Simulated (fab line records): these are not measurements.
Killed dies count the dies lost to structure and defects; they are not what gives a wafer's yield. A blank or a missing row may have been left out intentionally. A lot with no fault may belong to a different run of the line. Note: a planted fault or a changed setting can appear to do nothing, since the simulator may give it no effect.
Which tool did it?	flow sfq line	12 lots, 36 wafers sampled, at 6 steps of a route of 325

== WHAT THE GAUGES READ, wafer by wafer ==
SFQ_M1_RS_MEAS_909: measurement is done with a four-point probe.
lot	measured	on	M1_NB_RS (ohm/sq)
L884	day 17 17:28	film metro-03	0.870 0.888 0.875
L885	day 18 16:16	film metro-01	0.883 0.890 0.885
L886	day 18 20:29	film metro-01	0.885 0.887 0.882
L887	day 19 02:38	film metro-03	0.876 0.872 0.881
L888	day 19 19:33	film metro-01	0.888 0.896 0.896
L889	day 20 07:32	film metro-03	0.878 0.890 0.896
L899	day 24 16:48	film metro-04	1.029 1.030 1.046
L900	day 25 08:31	film metro-01	1.031 1.036 1.024
L903	day 25 23:33	film metro-03	0.896 0.885 0.902
L905	day 26 10:48	film metro-01	0.882 0.880 0.881
L906	day 27 06:41	film metro-03	0.866 0.871 0.870
L907	day 27 16:03	film metro-04	0.879 0.878 0.894

SFQ_I3_OVL_MEAS_923.
lot	measured	on	I3_OVL (nm)
L884	day 50 18:02	overlay-01	0 -1 2
L885	day 52 00:02	overlay-01	-5 1 1
L886	day 52 06:02	overlay-02	-11 -11 -9
L887	day 52 15:38	overlay-01	-6 -3 -7
L888	day 53 01:22	overlay-02	-4 -7 -1
L889	day 53 08:34	overlay-01	-1 -1 0
L899	day 57 17:05	overlay-01	0 5 1
L900	day 58 00:17	overlay-01	-6 10 5
L903	day 58 13:29	overlay-01	-6 -1 -10
L905	day 58 19:37	overlay-01	2 -4 -4
L906	day 58 20:48	overlay-01	1 -4 2
L907	day 60 01:34	overlay-02	1 4 1

== TOOL THAT RAN EACH LOT (tool first, then ch and the chambers of the sampled wafers, then the start) ==
lot	SFQ_TRILAYER_M1_DEP_SPUTTER_037	SFQ_TRILAYER_M1_ETCH_METAL_ETCH_042	SFQ_TRILAYER_M1_STRIP_STRIP_043	SFQ_TRILAYER_I1_DEP_PECVD_045
L884	pvd sputter-03, day 17 17:22	rie metal-02 ch 0,1, day 24 00:40	rie metal-02 ch 0,1, day 24 00:47	pecvd-04 ch 0,1,2, day 24 01:34
L885	pvd sputter-03, day 18 16:10	rie metal-03 ch 0, day 25 08:07	rie metal-03 ch 0, day 25 08:14	pecvd-03 ch 0,1, day 25 09:01
L886	pvd sputter-03, day 18 20:22	rie metal-03 ch 0, day 25 12:55	rie metal-03 ch 0, day 25 13:02	pecvd-01 ch 0,1, day 25 13:49
L887	pvd sputter-03, day 19 02:30	rie metal-04 ch 0, day 25 20:07	rie metal-04 ch 0, day 25 20:14	pecvd-01 ch 0,1, day 25 21:01
L888	pvd sputter-06, day 19 19:26	rie metal-04 ch 0,1, day 26 04:49	rie metal-04 ch 0,1, day 26 04:56	pecvd-01 ch 1,2, day 26 05:43
L889	pvd sputter-03, day 20 07:26	rie metal-04 ch 0,1, day 26 20:05	rie metal-04 ch 0,1, day 26 20:13	pecvd-01 ch 0,1,2, day 26 21:00
L899	pvd sputter-04, day 24 16:41	rie metal-04 ch 0,1, day 31 10:16	rie metal-04 ch 0,1, day 31 10:23	pecvd-04 ch 0,1, day 31 11:10
L900	pvd sputter-04, day 25 08:25	rie metal-04 ch 0,1, day 32 06:40	rie metal-04 ch 0,1, day 32 06:47	pecvd-03 ch 0,2, day 32 07:34
L903	pvd sputter-03, day 25 23:25	rie metal-03 ch 0,1, day 32 22:38	rie metal-03 ch 0,1, day 32 22:56	pecvd-04 ch 0,1,2, day 32 23:32
L905	pvd sputter-06, day 26 10:41	rie metal-04 ch 0,1, day 33 10:59	rie metal-04 ch 0,1, day 33 11:07	pecvd-04 ch 0,2, day 33 11:53
L906	pvd sputter-06, day 27 06:35	rie metal-03 ch 0,1, day 33 23:44	rie metal-03 ch 0,1, day 33 23:52	pecvd-04 ch 0,1,2, day 34 00:38
L907	pvd sputter-03, day 27 15:58	rie metal-02 ch 0, day 34 05:44	rie metal-02 ch 0, day 34 05:52	pecvd-03 ch 0,2, day 34 06:38
- SFQ_TRILAYER_M1_DEP_SPUTTER_037: material Nb, target thk 200 nm, time 133.3 s.
- SFQ_TRILAYER_M1_ETCH_METAL_ETCH_042: etches Nb in Cl2/Ar, stops on SiO2, target depth 240 nm, time 120 s.
- SFQ_TRILAYER_M1_STRIP_STRIP_043: strips in O2.
- SFQ_TRILAYER_I1_DEP_PECVD_045: deposits SiO2 from SiH4/N2O, time 111.11 s, target thk 500 nm.

== WHAT THE TOOLS THEMSELVES READ (means of the sampled wafers that have a number; where no wafer has one, the mark that the record gives instead) ==
SFQ_TRILAYER_M1_DEP_SPUTTER_037.
lot	tool	throttle valve pct (%)
L884	pvd sputter-03	30.3
L885	pvd sputter-03	30.0
L886	pvd sputter-03	30.1
L887	pvd sputter-03	30.4
L888	pvd sputter-06	30.3
L889	pvd sputter-03	30.6
L899	pvd sputter-04	29.3
L900	pvd sputter-04	29.4
L903	pvd sputter-03	30.2
L905	pvd sputter-06	30.5
L906	pvd sputter-06	30.9
L907	pvd sputter-03	30.3

SFQ_TRILAYER_M1_ETCH_METAL_ETCH_042.
lot	tool	drypump motor current A (A)	oes product au (a.u.)
L884	rie metal-02	6.1	0.897
L885	rie metal-03	6.0	0.897
L886	rie metal-03	6.0	0.897
L887	rie metal-04	6.7	0.904
L888	rie metal-04	6.3	0.894
L889	rie metal-04	6.3	0.897
L899	rie metal-04	6.3	0.832
L900	rie metal-04	6.3	0.835
L903	rie metal-03	5.5	0.892
L905	rie metal-04	6.5	0.899
L906	rie metal-03	5.7	0.906
L907	rie metal-02	5.6	0.896

SFQ_TRILAYER_M1_STRIP_STRIP_043.
lot	tool	drypump motor current A (A)	oes product au (a.u.)
L884	rie metal-02	6.1	0.993
L885	rie metal-03	6.0	1.010
L886	rie metal-03	6.0	1.009
L887	rie metal-04	6.7	1.001
L888	rie metal-04	6.3	1.010
L889	rie metal-04	6.3	1.007
L899	rie metal-04	6.3	1.004
L900	rie metal-04	6.3	1.001
L903	rie metal-03	5.5	0.996
L905	rie metal-04	6.5	1.004
L906	rie metal-03	5.7	1.009
L907	rie metal-02	5.6	1.006

SFQ_TRILAYER_I1_DEP_PECVD_045.
lot	tool	heater power w (W)	throttle valve pct (%)
L884	pecvd-04	91	25.2
L885	pecvd-03	84	24.8
L886	pecvd-01	94	24.1
L887	pecvd-01	95	24.3
L888	pecvd-01	87	24.1
L889	pecvd-01	86	24.4
L899	pecvd-04	85	26.0
L900	pecvd-03	96	26.1
L903	pecvd-04	91	25.2
L905	pecvd-04	92	24.6
L906	pecvd-04	89	25.2
L907	pecvd-03	99	26.2

== THE ANSWER, worked out from the rows above alone ==
Rule: the usual values come from the lots themselves. Put in order of their means at a reading, lots are off if they are a third of the lots or fewer, leave a main group of 4 or more, and stand apart from it by a gap of 3 or more times the standard deviation of the main group's means; of several such gaps the widest counts. Not used: any main group whose means are identical at the precision the tables above print for the reading. A lot without any number at a reading at which 4 lots or more have one is off too. Where the step has rows for the other lots, those lots are counted as sound. First the gauges in route order, then the tools' own readings, where a lot's mean is used as printed above. At the first step where some lot is off, the reading lying furthest off is the one used; lots without a number count as furthest.
Off: L899, L900, seen at SFQ_M1_RS_MEAS_909 (M1_NB_RS). For the main group the mean is 0.883 ohm/sq and the standard deviation 0.0074.
If a tool, at a process step before that reading, ran all the lots that are off and no sound lot after the first of them, it fits. Not tried: the gauges at SFQ_M1_RS_MEAS_909; whatever is off there is also off at SFQ_TRILAYER_M1_ETCH_METAL_ETCH_042, on other tools, and gauge error can't account for it. One fits: SFQ_TRILAYER_M1_DEP_SPUTTER_037 on pvd sputter-04. It ran no sound lot before its first lot that is off in this sample, so the start can't be narrowed down.

== WHAT THE SIMULATOR HAD PUT IN ==
Site profile drift: pvd sputter-04, from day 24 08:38 on, at SFQ_TRILAYER_M1_DEP_SPUTTER_037. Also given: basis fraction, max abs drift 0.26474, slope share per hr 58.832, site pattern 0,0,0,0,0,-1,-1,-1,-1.
Struck lots among those shown: L899, L900. The same result came from the rule above.
